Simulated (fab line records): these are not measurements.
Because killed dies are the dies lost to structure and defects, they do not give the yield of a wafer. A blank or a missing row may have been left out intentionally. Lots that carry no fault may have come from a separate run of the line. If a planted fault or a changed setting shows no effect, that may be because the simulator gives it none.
A lot that was struck, set against a sound lot || flow sfq-line || 43 out of 325 route steps
Sound: these wafers, L221.1, L221.3, L221.5. Struck: wafers L230.2, L230.3. (L230.5 of the same lot was not struck and is left out.) The cause comes at the end.
Each step with rows lists, per side, the tool, then ch with its chambers, then its first start. Under that, the readings that differ: sound wafers || struck wafers || difference of the means || sigmas: that difference in standard deviations of wafers without a fault.
alike: words and numbers the same on both sides, and readings whose means are apart by under 2 such deviations; not compared: readings that were withheld, readings missing a value for some wafer, numbers with overlapping values and no deviation given by the record, and bounds like >300 which may hide the same value.
Wherever a step has rows on one side only, a row that says differs or no value, or a row with sigmas, the two part there. Numbers that have no deviation but don't overlap get no sigmas and don't part them. A reading that every wafer of one side lacks parts them only if that side has two wafers or more.

first, 3 steps without rows for these wafers: SFQ_TRILAYER_M5_LITHO_EXPOSE_124 (exposes mask M5, target cd 700 nm); SFQ_TRILAYER_M5_LITHO_PEB_126 (peb time 60 s); SFQ_TRILAYER_M5_LITHO_DEVELOP_125 (time 60 s).
SFQ_M5_OVL_MEAS_932:
  sound on overlay-01, day 57 17:23; struck on overlay-02, day 59 17:23
  alike: M5_OVL
then, 1 step without rows for these wafers: SFQ_TRILAYER_M5_BARC_OPEN_METAL_ETCH_161 (etches BARC in O2, target depth 125 nm, time 41.7 s).
SFQ_TRILAYER_M5_ETCH_METAL_ETCH_126: etches Nb in Cl2/BCl3, stops on SiO2, time 203.2 s, target depth 265 nm.
  sound on rie-metal-01 ch 0, day 57 17:28; struck on rie-metal-01 ch 0,1, day 59 17:29
{"reading": "oes-product-au (a.u.)", "sound": "0.741 0.726 0.730", "struck": "0.714 0.715", "difference": -0.018, "sigmas": -3}
  alike: drypump-motor-current-A, rf-fwd-power-W
  not compared: rf-hours-counter-h
then, 3 steps without rows for these wafers: SFQ_TRILAYER_M5_STRIP_STRIP_127 (strips in O2); SFQ_TRILAYER_M5_STRIP_SOLV_CLEAN_128 (cleans in NMP, time 600 s); SFQ_TRILAYER_A5B_DEP_PECVD_129 (deposits SiO2 from SiH4/N2O, time 133.33 s, target thk 600 nm).
SFQ_TRILAYER_A5B_CMP_CMP_130: polishes, stops on Nb, target thk 340.7 nm.
  sound on cmp-02 ch 1,2, day 58 00:20; struck on cmp-02 ch 0,3, day 59 21:44
  alike: motor-current-A
after that, 1 step had no rows for these wafers: SFQ_TRILAYER_A5B_METRO_MEASURE_131.
SFQ_TRILAYER_R5_DEP_SPUTTER_132: material Ti, target thk 5 nm, time 5 s.
  sound on pvd-sputter-03, day 58 04:32; struck on pvd-sputter-04, day 60 00:56
  alike: throttle-valve-pct
SFQ_TRILAYER_R5_DEP_SPUTTER_133: material MoNx, target thk 40 nm, time 66.7 s.
  sound on pvd-sputter-03, day 58 04:33; struck on pvd-sputter-04, day 60 00:57
{"reading": "model.MoNx_of_TRILAYER_R5_DEP_SPUTTER_133.thk-nm (nm)", "sound": "40.04 40.08 39.79", "struck": "64.64 64.65", "difference": "+24.68", "sigmas": ""}
  alike: throttle-valve-pct
then, 1 step without rows for these wafers: SFQ_TRILAYER_R5_DEP_SPUTTER_134 (material Ti, target thk 5 nm, time 5 s).
SFQ_R5_RS_MEAS_933: measures by four-point-probe.
  sound on film-metro-03, day 58 04:37; struck on film-metro-02, day 60 01:02
{"reading": "R5_MONX_RS (ohm/sq)", "sound": "7.06 7.06 7.09", "struck": "4.45 4.46", "difference": -2.61, "sigmas": -39}
SFQ_R5_THK_MEAS_934: measures by xrf.
  sound on film-metro-03, day 58 04:44; struck on film-metro-02, day 60 01:09
{"reading": "R5_MONX_THK (nm)", "sound": "40.1 40.4 39.9", "struck": "65.3 65.1", "difference": "+25.1", "sigmas": "+64"}
then, 6 steps without rows for these wafers: SFQ_TRILAYER_R5_LITHO_COAT_141 (resist thk 62 nm); SFQ_TRILAYER_R5_LITHO_COAT_136 (resist thk 600 nm); SFQ_TRILAYER_R5_LITHO_SOFTBAKE_140; SFQ_TRILAYER_R5_LITHO_EXPOSE_137 (exposes mask R5, target cd 500 nm); SFQ_TRILAYER_R5_LITHO_PEB_139 (peb time 60 s); SFQ_TRILAYER_R5_LITHO_DEVELOP_138 (time 60 s).
-- the record jumps here: 4 days lie between the struck wafers' starts before and after --
SFQ_R5_OVL_MEAS_935:
  sound on overlay-02, day 62 20:56; struck on overlay-02, day 64 09:20
  alike: R5_OVL
then, 1 step without rows for these wafers: SFQ_TRILAYER_R5_BARC_OPEN_METAL_ETCH_177 (etches BARC in O2, target depth 125 nm, time 41.7 s).
SFQ_TRILAYER_R5_ETCH_METAL_ETCH_139: etches the open film in Cl2, stops on SiO2, target depth 60 nm, time 40 s.
  sound on rie-metal-04 ch 0,1, day 62 21:02; struck on rie-metal-04 ch 1, day 64 09:31
{"reading": "rf-fwd-power-W (W)", "sound": "590.6 598.1 599.2", "struck": "588.5 590.5", "difference": -6.5, "sigmas": -3}
  alike: drypump-motor-current-A, oes-product-au
  not compared: rf-hours-counter-h
then, 9 steps without rows for these wafers: SFQ_TRILAYER_R5_STRIP_STRIP_140 (strips in O2); SFQ_TRILAYER_R5_STRIP_SOLV_CLEAN_141 (cleans in NMP, time 600 s); SFQ_TRILAYER_A5C_DEP_PECVD_142 (deposits SiO2 from SiH4/N2O, time 15.556 s, target thk 70 nm); SFQ_TRILAYER_I5_LITHO_COAT_149 (resist thk 62 nm); SFQ_TRILAYER_I5_LITHO_COAT_144 (resist thk 650 nm); SFQ_TRILAYER_I5_LITHO_SOFTBAKE_148; SFQ_TRILAYER_I5_LITHO_EXPOSE_145 (exposes mask I5, target cd 700 nm); SFQ_TRILAYER_I5_LITHO_PEB_147 (peb time 60 s); SFQ_TRILAYER_I5_LITHO_DEVELOP_146 (time 60 s).
-- the record jumps here: 4 days lie between the struck wafers' starts before and after --
SFQ_I5_OVL_MEAS_936:
  sound on overlay-02, day 67 02:02; struck on overlay-01, day 68 17:46
{"reading": "I5_OVL (nm)", "sound": "7 3 5", "struck": "-4 -11", "difference": -12, "sigmas": -2}
then, 1 step without rows for these wafers: SFQ_TRILAYER_I5_BARC_OPEN_VIA_ETCH_200 (etches BARC in O2, target depth 125 nm, time 41.7 s).
SFQ_TRILAYER_I5_ETCH_VIA_ETCH_147: etches the open film in CHF3, stops on Nb, target depth 360 nm.
  sound on rie-diel-03 ch 0,1,2, day 67 02:07; struck on rie-diel-04 ch 0,2, day 68 17:50
  alike: drypump-motor-current-A, oes-product-au, rf-fwd-power-W
SFQ_TRILAYER_I5_STRIP_STRIP_148: strips in O2.
  sound on rie-metal-01 ch 0,1, day 67 02:16; struck on rie-metal-04 ch 0,1, day 68 17:59
  alike: drypump-motor-current-A, oes-product-au
  not compared: rf-hours-counter-h
then, 4 steps without rows for these wafers: SFQ_TRILAYER_I5_STRIP_SOLV_CLEAN_149 (cleans in NMP, time 600 s); SFQ_TRILAYER_C5_LITHO_COAT_156 (resist thk 62 nm); SFQ_TRILAYER_C5_LITHO_COAT_151 (resist thk 650 nm); SFQ_TRILAYER_C5_LITHO_SOFTBAKE_155.
-- the record jumps here: 20 days lie between the struck wafers' starts before and after --
SFQ_M8_BOW_MEAS_951:
  sound on film-metro-03, day 77 22:43; struck on film-metro-01, day 88 12:09
{"reading": "M8_BOW (um)", "sound": "10 0 11", "struck": "29 35", "difference": "+25", "sigmas": "+2"}
{"reading": "model.etest.r5.comb-log10-ohm", "sound": "12 12 12", "struck": "0 0", "difference": -12, "sigmas": ""}
{"reading": "model.etest.r5.ohm-sq", "sound": "7.047 7.039 7.091", "struck": "4.365 4.365", "difference": -2.694, "sigmas": ""}

== WHERE THEY PART ==
Earliest at SFQ_TRILAYER_M5_ETCH_METAL_ETCH_126; latest, in this record, at SFQ_M8_BOW_MEAS_951.

WHY: the cause the simulator had injected
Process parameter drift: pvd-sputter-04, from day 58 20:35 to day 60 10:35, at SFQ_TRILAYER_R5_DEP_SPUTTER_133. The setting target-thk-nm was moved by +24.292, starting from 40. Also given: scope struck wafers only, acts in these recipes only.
